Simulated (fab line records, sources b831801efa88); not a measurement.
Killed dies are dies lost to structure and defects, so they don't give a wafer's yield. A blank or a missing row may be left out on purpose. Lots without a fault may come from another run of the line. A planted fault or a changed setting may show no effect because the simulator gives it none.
Which tool did it? | flow gf180mcu | 13 lots, 37 wafers sampled, at 6 steps of a route of 602

WHAT THE GAUGES READ, wafer by wafer
GF_NWELL_TW_MEAS_11.
lot  | measured    | on            | NWELL_TW
L670 | day 3 07:10 | film_metro-04 | 1569 1567 1569
L671 | day 3 12:41 | film_metro-03 | 1575 1571 1579
L673 | day 4 00:17 | film_metro-03 | 1573 1580 1574
L676 | day 4 17:19 | film_metro-01 | 1576 1577 1567
L678 | day 5 02:41 | film_metro-04 | 1569 1560 1572
L679 | day 5 08:47 | film_metro-03 | 1591 1588 1592
L680 | day 5 16:38 | film_metro-04 | 1572 1570 1563
L681 | day 5 19:20 | film_metro-04 | 1560 1564 1564
L682 | day 6 00:47 | film_metro-04 | 1565 1566 1557
L690 | day 7 21:13 | film_metro-04 | 1547 1574
L691 | day 8 02:50 | film_metro-03 | 1549 1568
L692 | day 8 08:02 | film_metro-04 | 1577 1576 1571
L693 | day 8 12:20 | film_metro-01 | 1576 1571 1577

GF_VT_IMPLANT_OVL_MEAS_07.
lot  | measured     | on         | VT_IMPLANT_OVL (nm)
L670 | day 5 14:24  | overlay-02 | 1.2 -0.8 -1.5
L671 | day 5 20:06  | overlay-01 | -2.2 -0.5 -0.5
L673 | day 6 09:42  | overlay-01 | 0.4 1.6 -0.9
L676 | day 7 05:33  | overlay-02 | 0.0 0.0 -0.5
L678 | day 7 16:37  | overlay-02 | 0.4 1.6 -0.5
L679 | day 7 23:01  | overlay-02 | 0.9 -1.1 -0.1
L680 | day 8 07:14  | overlay-02 | 0.6 1.6 1.3
L681 | day 8 10:06  | overlay-02 | 1.6 0.0 1.8
L682 | day 8 17:32  | overlay-02 | 1.2 0.1 1.3
L690 | day 10 18:20 | overlay-01 | 0.2 0.6
L691 | day 11 00:20 | overlay-01 | -1.7 0.0
L692 | day 11 07:20 | overlay-01 | -0.3 0.6 -1.0
L693 | day 11 10:35 | overlay-01 | -3.2 -2.1 -1.1

GF_VT_IMPLANT_RS_MEAS_47: measures by four-point-probe.
lot  | measured     | on            | NWELL_RS (ohm/sq)
L670 | day 7 12:07  | film_metro-03 | 485.8 487.0 486.2
L671 | day 7 18:54  | film_metro-01 | 487.5 487.4 488.3
L673 | day 8 09:50  | film_metro-03 | 486.9 488.6 483.5
L676 | day 9 07:33  | film_metro-04 | 489.9 489.2 490.0
L678 | day 9 20:32  | film_metro-03 | 488.0 488.1 487.5
L679 | day 10 02:46 | film_metro-04 | 488.9 488.3 489.2
L680 | day 10 11:32 | film_metro-01 | 487.2 488.9 488.1
L681 | day 10 15:05 | film_metro-03 | 486.1 486.5 487.3
L682 | day 10 23:08 | film_metro-03 | 486.0 486.4 487.3
L690 | day 13 04:14 | film_metro-03 | 500.5 486.5
L691 | day 13 12:05 | film_metro-01 | 500.5 486.9
L692 | day 13 19:40 | film_metro-03 | 488.1 486.8 487.9
L693 | day 13 22:46 | film_metro-04 | 487.2 488.9 488.5

WHICH TOOL RAN EACH LOT (tool, then ch and the chambers of the sampled wafers, then the start)
lot  | GF_STI_CMP_25                | GF_NWELL_IMPLANT_08            | GF_MVPSD_STRIP_10
L670 | cmp-01 ch 1,2,3, day 2 04:03 | implanter-04 ch 0, day 3 06:46 | plasma_asher-04 ch 0,1, day 5 00:13
L671 | cmp-01 ch 0,2,3, day 2 08:27 | implanter-04 ch 0, day 3 12:17 | plasma_asher-04 ch 0,1, day 5 06:14
L673 | cmp-02 ch 0,2,3, day 2 19:35 | implanter-03 ch 0, day 3 23:53 | plasma_asher-03 ch 0,1, day 5 18:58
L676 | cmp-01 ch 0,2,3, day 3 10:38 | implanter-03 ch 0, day 4 16:55 | plasma_asher-04 ch 0,1, day 6 13:52
L678 | cmp-01 ch 1,3, day 3 20:40   | implanter-04 ch 0, day 5 02:17 | plasma_asher-03 ch 0,1, day 7 00:40
L679 | cmp-02 ch 0,2,3, day 4 01:44 | implanter-02 ch 0, day 5 08:23 | plasma_asher-04 ch 0,1, day 7 07:11
L680 | cmp-01 ch 0,1,2, day 4 09:15 | implanter-04 ch 0, day 5 16:14 | plasma_asher-03 ch 0,1, day 7 15:23
L681 | cmp-01 ch 0,2, day 4 11:58   | implanter-02 ch 0, day 5 18:56 | plasma_asher-04 ch 0,1, day 7 18:08
L682 | cmp-01 ch 0,1,2, day 4 16:54 | implanter-03 ch 0, day 6 00:23 | plasma_asher-03 ch 0,1, day 8 01:02
L690 | cmp-01 ch 0,2, day 6 11:06   | implanter-02 ch 0, day 7 20:47 | plasma_asher-04 ch 0,1, day 10 00:44
L691 | cmp-02 ch 1,3, day 6 15:49   | implanter-02 ch 0, day 8 02:28 | plasma_asher-03 ch 0,1, day 10 06:40
L692 | cmp-01 ch 1,2,3, day 6 20:47 | implanter-04 ch 0, day 8 07:39 | plasma_asher-03 ch 1, day 10 12:53
L693 | cmp-01 ch 1,3, day 7 01:58   | implanter-03 ch 0, day 8 11:57 | plasma_asher-01 ch 0,1, day 10 17:01
- GF_STI_CMP_25: polishes, stops on Si3N4, t overpolish 33 s, target thk 524.6 nm.
- GF_NWELL_IMPLANT_08
- GF_MVPSD_STRIP_10: strips in O2/N2.

WHAT THE TOOLS THEMSELVES READ (means of the sampled wafers that have a number; where no wafer has one, the mark that the record gives instead)
GF_STI_CMP_25.
lot  | tool   | motor_current_A (A) | overpolish_run_s (s) | time_to_endpoint_s (s)
L670 | cmp-01 | 11.2                | 33.006               | 123
L671 | cmp-01 | 11.2                | 33.001               | 121
L673 | cmp-02 | 12.7                | 32.998               | 129
L676 | cmp-01 | 10.7                | 33.001               | 126
L678 | cmp-01 | 10.8                | 32.989               | 125
L679 | cmp-02 | 12.8                | 32.999               | 119
L680 | cmp-01 | 12.1                | 33.000               | 126
L681 | cmp-01 | 11.3                | 32.998               | 122
L682 | cmp-01 | 12.1                | 32.994               | 117
L690 | cmp-01 | 11.2                | 33.002               | 122
L691 | cmp-02 | 11.8                | 33.004               | 122
L692 | cmp-01 | 11.5                | 33.002               | 126
L693 | cmp-01 | 12.0                | 32.992               | 120

GF_MVPSD_STRIP_10.
lot  | tool            | drypump_motor_current_A (A) | heater_power_w (W) | o2_flow_sccm (sccm) | oes_product_au (a.u.) | platen_temp_c (C) | strip_time_to_endpoint_s (s)
L670 | plasma_asher-04 | 6.3                         | 330                | 3004                | 0.722                 | 249.93            | 37.00
L671 | plasma_asher-04 | 6.3                         | 326                | 2998                | 0.723                 | 249.92            | 37.03
L673 | plasma_asher-03 | 5.5                         | 348                | 2999                | 0.716                 | 249.79            | 37.03
L676 | plasma_asher-04 | 6.3                         | 323                | 2999                | 0.728                 | 250.10            | 37.18
L678 | plasma_asher-03 | 5.8                         | 358                | 2989                | 0.720                 | 250.16            | 37.02
L679 | plasma_asher-04 | 6.3                         | 324                | 2997                | 0.719                 | 250.06            | 36.86
L680 | plasma_asher-03 | 5.5                         | 353                | 2990                | 0.723                 | 250.17            | 36.94
L681 | plasma_asher-04 | 6.1                         | 329                | 2999                | 0.723                 | 250.00            | 36.83
L682 | plasma_asher-03 | 5.5                         | 351                | 3002                | 0.724                 | 249.92            | 37.14
L690 | plasma_asher-04 | 6.2                         | 329                | 2998                | 0.725                 | 249.93            | 37.11
L691 | plasma_asher-03 | 5.7                         | 359                | 2996                | 0.726                 | 249.97            | 36.97
L692 | plasma_asher-03 | 5.3                         | 347                | 2996                | 0.720                 | 249.98            | 36.95
L693 | plasma_asher-01 | 5.8                         | 291                | 2995                | 0.721                 | 249.96            | 36.96

THE ANSWER, worked out from the rows above alone
Rule: what is usual is taken from the lots themselves. Put in order of their means at a reading, lots are off if they are a third of the lots or fewer, leave a main group of 4 or more, and stand apart from it by a gap of 3 or more times the standard deviation of the main group's means; of several such gaps the widest counts. A main group whose means are all the same, to the digits that the tables above print for the reading, isn't used. A lot without any number at a reading at which 4 lots or more have one is off too. The other lots that the step has rows for count as sound. The gauges are gone through in route order, then the tools' own readings, and for those a lot's mean is taken as printed above. The first step at which some lot is off is used, and at that step the reading that is off furthest; a lot without a number counts as furthest.
Off: L690, L691, at GF_VT_IMPLANT_RS_MEAS_47 (NWELL_RS). The main group: mean 487.6 ohm/sq, standard deviation 1.
A tool fits if, at a process step before that reading, it ran every lot that is off, and no sound lot after the first of them. The gauges at GF_VT_IMPLANT_RS_MEAS_47 are tried like those tools. One fits: implanter-02 at GF_NWELL_IMPLANT_08. Its last sound lot is L681 (day 5 18:56), its first lot that is off L690 (day 7 20:47): a fault that began between those two fits.

WHAT THE SIMULATOR HAD PUT IN
Process parameter drift: implanter-02, from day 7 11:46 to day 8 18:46, at GF_NWELL_IMPLANT_08. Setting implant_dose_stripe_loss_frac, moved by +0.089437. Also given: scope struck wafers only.
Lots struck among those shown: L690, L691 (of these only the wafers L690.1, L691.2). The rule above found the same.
